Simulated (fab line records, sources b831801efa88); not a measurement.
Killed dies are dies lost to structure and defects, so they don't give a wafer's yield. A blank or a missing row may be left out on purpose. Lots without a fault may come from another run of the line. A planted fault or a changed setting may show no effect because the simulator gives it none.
Problem report in the 8D (eight disciplines) form, filled by code | flow sky130 | the parts of the form that need people (team, actions taken, sign-off) are left out

1. THE PROBLEM
VIA2_HDPCVD_THK at SKY_VIA2_THK_MEAS_01 reads a mean of 2184 nm on 2 wafers of 2 lots; wafers without a fault read 1183 nm with a standard deviation of 13. That is +77 standard deviations from the usual mean.
First seen on wafer L868.4, day 39 22:45, on film_metro-03. The record holds 36 wafers of 12 lots with a number at this step. Rule for "out", or "out of limits": more than 4 standard deviations from the usual mean. The other wafers with a number count as sound.

2. WHAT IT IS AND WHAT IT IS NOT
question                    | is                           | is not
which readings at this step | VIA2_HDPCVD_THK              | -
which lots                  | L868, L870                   | L854, L855, L857, L859, L860, L861, L862, L863, L864, L865
which wafers of those lots  | L868.4, L870.3               | L868.1, L868.2, L870.1, L870.2
read on which gauges        | film_metro-03, film_metro-04 | film_metro-01
when                        | from day 39 22:45            | up to then (32 sound wafers); but 2 sound wafers of L870 came after

3. SUSPECTS, AND WHAT RULES EACH OUT
Counting: a tool at a process step up to the reading stays a suspect if it ran every lot that is out. Sound lots after the first of them don't rule it out here, since some wafers of a struck lot are sound.
- the gauge at SKY_VIA2_THK_MEAS_01: ruled out. The wafers that are out were read on 2 gauges (film_metro-03, film_metro-04).
- hdpcvd-01 at SKY_VIA2_HDPCVD_00 (deposits SiO2, target thk 1180 nm, time 196.7 s): kept. It ran every lot that is out, first L868 (day 39 22:38); its last sound lot up to then is L865 (day 39 05:32).
Left after counting: hdpcvd-01 at SKY_VIA2_HDPCVD_00.

4. THE CAUSE (what the simulator had put in)
Process parameter drift: hdpcvd-01, from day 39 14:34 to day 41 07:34, at SKY_VIA2_HDPCVD_00. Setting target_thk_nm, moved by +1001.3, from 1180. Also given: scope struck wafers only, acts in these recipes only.
Counting left only this tool.

5. THE CHAIN OF EFFECTS, in route order
Each row: a reading whose mean over the struck wafers that have a number lies more than 3 standard deviations from the usual. Only readings for which the record gives a usual standard deviation are gone through. hours: the time from each lot's start at the first step in this table that gives one to its start at this step, as a median over the lots. sigmas: the change in usual standard deviations.
hours | step                 | reading         | usual   | on struck wafers | change | sigmas
0     | SKY_VIA2_THK_MEAS_01 | VIA2_HDPCVD_THK | 1183 nm | 2184             | +1000  | +77
Later measuring or inspecting steps at which every struck wafer that the step has a row for has a number for every such reading, and none has moved that far: SKY_VIA2_BOW_MEAS_03.

6. WHAT WOULD HAVE CAUGHT IT SOONER
In this record the first reading out of limits at a measuring or inspecting step was taken at day 39 22:45, 8 hours after the fault began at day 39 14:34.
Of the tool readings at SKY_VIA2_HDPCVD_00 for which the record gives a usual standard deviation, none was out on any struck wafer, so an alarm limit of 4 standard deviations on them would not have fired.
Of the lots that are out (2), L870 began SKY_VIA2_HDPCVD_00 on hdpcvd-01 after day 39 22:45. A hold on the tool at that time would have spared it.
